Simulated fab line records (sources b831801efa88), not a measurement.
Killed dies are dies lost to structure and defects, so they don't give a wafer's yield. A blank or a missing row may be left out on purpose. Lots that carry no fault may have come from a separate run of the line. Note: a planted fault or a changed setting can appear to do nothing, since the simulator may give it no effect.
Comparing a struck lot with a sound one :: flow sky130 :: 15 out of 708 route steps
Sound: these wafers, L196.2, L196.4, L196.5. Struck: wafers L190.1, L190.5, L190.6. The cause is given at the end.
Order at every step that has rows: each side's tool, ch and its chambers, its first start. Under that, the readings that differ: sound wafers :: struck wafers :: difference of the means :: sigmas: that difference in standard deviations of wafers without a fault.
alike: same words and numbers on both sides, and readings whose means sit less than 2 such deviations apart. not compared: any withheld reading, any reading some wafer has no value for, any bound like >300 that may hide the same value, and any number with overlapping values for which the record gives no deviation.
Wherever a step has rows on one side only, a row that says differs or no value, or a row with sigmas, the two part there. Non-overlapping numbers with no deviation appear without sigmas and do not part them. A reading that every wafer of one side lacks parts them only if that side has two wafers or more.

SKY_LOCAL_INTERCONNECT_RS_MEAS_01: measures by four-point-probe.
  sound: film-metro-01 at day 34 19:44; struck: film-metro-01 at day 32 19:43
  alike: LOCAL_INTERCONNECT_TIN_RS
SKY_LOCAL_INTERCONNECT_THK_MEAS_02: measures by xrf.
  sound: film-metro-01 at day 34 19:50; struck: film-metro-01 at day 32 19:50
  alike: LOCAL_INTERCONNECT_TIN_THK
then, 8 steps without rows for these wafers: SKY_LOCAL_INTERCONNECT_DEHYDRATE_03 (time 60 s); SKY_LOCAL_INTERCONNECT_HMDS_04 (prime time 60 s); SKY_LOCAL_INTERCONNECT_COAT_05 (resist thk 60 nm); SKY_LOCAL_INTERCONNECT_COAT_06 (resist thk 450 nm); SKY_LOCAL_INTERCONNECT_SOFTBAKE_07 (time 90 s); SKY_LOCAL_INTERCONNECT_EXPOSE_08 (exposes mask LI1M, target cd 170 nm); SKY_LOCAL_INTERCONNECT_PEB_09; SKY_LOCAL_INTERCONNECT_DEVELOP_10 (develop time 60 s).
SKY_LOCAL_INTERCONNECT_CD_MEAS_11: the cd target is 170 nm.
  sound: cd-sem-01 at day 35 22:01; struck: cd-sem-01 at day 33 22:14
  alike: cd-nm
SKY_LOCAL_INTERCONNECT_OVL_MEAS_12:
  sound: overlay-01 at day 35 22:07; struck: overlay-01 at day 33 22:21
  alike: LOCAL_INTERCONNECT_OVL
SKY_LOCAL_INTERCONNECT_ETCH_13: etches BARC in N2/H2, stops on SiO2, time 45.9 s, target depth 60 nm.
  sound on rie-metal-04 ch 0,1, day 35 22:08; struck on rie-metal-02 ch 0,1, day 33 22:23
reading: oes-product-au (a.u.)
sound: 0.846 0.844 0.848
struck: 0.855 0.864 0.861
difference: +0.014
sigmas: +3
  alike: drypump-motor-current-A, h2-flow-sccm, he-backside-leak-sccm, throttle-valve-pct
  not compared: rf-hours-counter-h, model.SiO2_of_SONOS_ONO_CVD_04.thk-nm
SKY_LOCAL_INTERCONNECT_METAL_ETCH_14: etches TiN in Cl2/BCl3, stops on PSG, target depth 110 nm, time 31.4 s.
  sound on rie-metal-04 ch 0,1, day 35 22:14; struck on rie-metal-02 ch 0,1, day 33 22:27
  alike: drypump-motor-current-A, he-backside-leak-sccm, oes-product-au, throttle-valve-pct
  not compared: rf-hours-counter-h
-- the record jumps here: 14 days lie between the struck wafers' starts before and after (it left off in module LOCAL_INTERCONNECT and takes up again in module PAD_OPEN, whose first step shown is number 708 of the route) --
SKY_PAD_OPEN_PROBE_99:
  sound: prober-02 at day 49 20:15; struck: prober-01 at day 48 10:02
reading: killed-dies
sound: 77 82 67
struck: 96 92 99
difference: +20
sigmas: +2

reading: killed-short
sound: 31 37 29
struck: 50 40 45
difference: +13
sigmas: +2
  alike: killed_at_M0_to_M3, killed_at_M4_up, killed-at-contacts, killed-at-front-end, killed-at-other, killed-open

WHERE THEY PART
At SKY_LOCAL_INTERCONNECT_ETCH_13 first; at SKY_PAD_OPEN_PROBE_99 last (within this record only).

WHY: what the simulator had put in
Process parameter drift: rie-metal-02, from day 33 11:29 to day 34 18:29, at SKY_LOCAL_INTERCONNECT_ETCH_13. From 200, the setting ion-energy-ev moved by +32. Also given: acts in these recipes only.
